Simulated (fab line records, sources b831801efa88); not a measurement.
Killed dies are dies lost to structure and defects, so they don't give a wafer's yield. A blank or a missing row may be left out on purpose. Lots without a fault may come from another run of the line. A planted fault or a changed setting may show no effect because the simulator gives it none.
Tool commonality check | flow sky130 | 12 lots, 36 wafers sampled

WHY IT WAS OPENED
At SKY_LDD_P_TW_MEAS_11 the reading LDD_P_TW is flagged on 3 of 12 lots. Wafers without a fault read 637, standard deviation 3.1.
Rule: a lot is flagged when every wafer of it that has a number lies more than 4 standard deviations from that mean, or none has a number. The other lots count as sound.

lot  | measured     | on            | LDD_P_TW, wafer by wafer | flag
L407 | day 19 02:50 | film_metro-01 | 632 636 638              |
L411 | day 20 21:22 | film_metro-03 | 642 639 641              |
L413 | day 21 09:44 | film_metro-02 | 636 635 636              |
L415 | day 22 09:34 | film_metro-01 | 639 641 638              |
L417 | day 22 17:31 | film_metro-01 | 458 460 460              | FLAGGED
L418 | day 23 04:31 | film_metro-02 | 454 454 457              | FLAGGED
L419 | day 23 12:20 | film_metro-02 | 456 457 458              | FLAGGED
L424 | day 25 06:15 | film_metro-01 | 639 639 637              |
L427 | day 26 04:13 | film_metro-03 | 639 643 642              |
L428 | day 26 15:05 | film_metro-03 | 639 642 643              |
L429 | day 26 17:50 | film_metro-02 | 634 629 636              |
L430 | day 27 01:10 | film_metro-01 | 639 640 638              |
The numbers of the flagged lots are 457 on average: -180 against the usual, or -58 standard deviations.

WHICH TOOL RAN EACH LOT
The record holds 1 process step before the reading, out of a route of 708 steps. In each cell: the tool, then ch and the chambers that the sampled wafers went through, then the start.
lot  | flag    | SKY_LDD_P_IMPLANT_09
L407 |         | implanter-02 ch 0, day 19 02:36
L411 |         | implanter-04 ch 0, day 20 21:07
L413 |         | implanter-02 ch 0, day 21 09:29
L415 |         | implanter-03 ch 0, day 22 09:20
L417 | FLAGGED | implanter-02 ch 0, day 22 17:17
L418 | FLAGGED | implanter-02 ch 0, day 23 04:16
L419 | FLAGGED | implanter-02 ch 0, day 23 12:05
L424 |         | implanter-03 ch 0, day 25 06:03
L427 |         | implanter-04 ch 0, day 26 03:58
L428 |         | implanter-04 ch 0, day 26 14:52
L429 |         | implanter-02 ch 0, day 26 17:36
L430 |         | implanter-04 ch 0, day 27 00:55
What these steps do:
- SKY_LDD_P_IMPLANT_09
- SKY_LDD_P_TW_MEAS_11

FLAGGED OVER TOTAL, TOOL BY TOOL (the gauges that took the reading come last)
step                 | tool          | lots run | flagged | share of the flagged lots | sound lots run after its first flagged lot
SKY_LDD_P_IMPLANT_09 | implanter-02  | 6        | 3       | all                       | 1 (L429)
SKY_LDD_P_IMPLANT_09 | implanter-03  | 2        | 0       | none                      | -
SKY_LDD_P_IMPLANT_09 | implanter-04  | 4        | 0       | none                      | -
SKY_LDD_P_TW_MEAS_11 | film_metro-01 | 5        | 1       | some                      | 2 (L424,L430)
SKY_LDD_P_TW_MEAS_11 | film_metro-02 | 4        | 2       | some                      | 1 (L429)
SKY_LDD_P_TW_MEAS_11 | film_metro-03 | 3        | 0       | none                      | -

WHAT THE TABLE ALLOWS
1 row of the table ran every flagged lot: implanter-02 at SKY_LDD_P_IMPLANT_09.
- implanter-02 at SKY_LDD_P_IMPLANT_09: 3 of its 6 lots flagged. Sound lots ran on it after the first flagged one (L429), which a lasting fault on the whole tool wouldn't allow. Its own readings lie more than 4 standard deviations out on every wafer of the flagged lots: dose_ions_cm2, faraday_current_uA.
No row of the table ran every flagged lot and no sound lot after the first.

WHAT THE SIMULATOR HAD PUT IN
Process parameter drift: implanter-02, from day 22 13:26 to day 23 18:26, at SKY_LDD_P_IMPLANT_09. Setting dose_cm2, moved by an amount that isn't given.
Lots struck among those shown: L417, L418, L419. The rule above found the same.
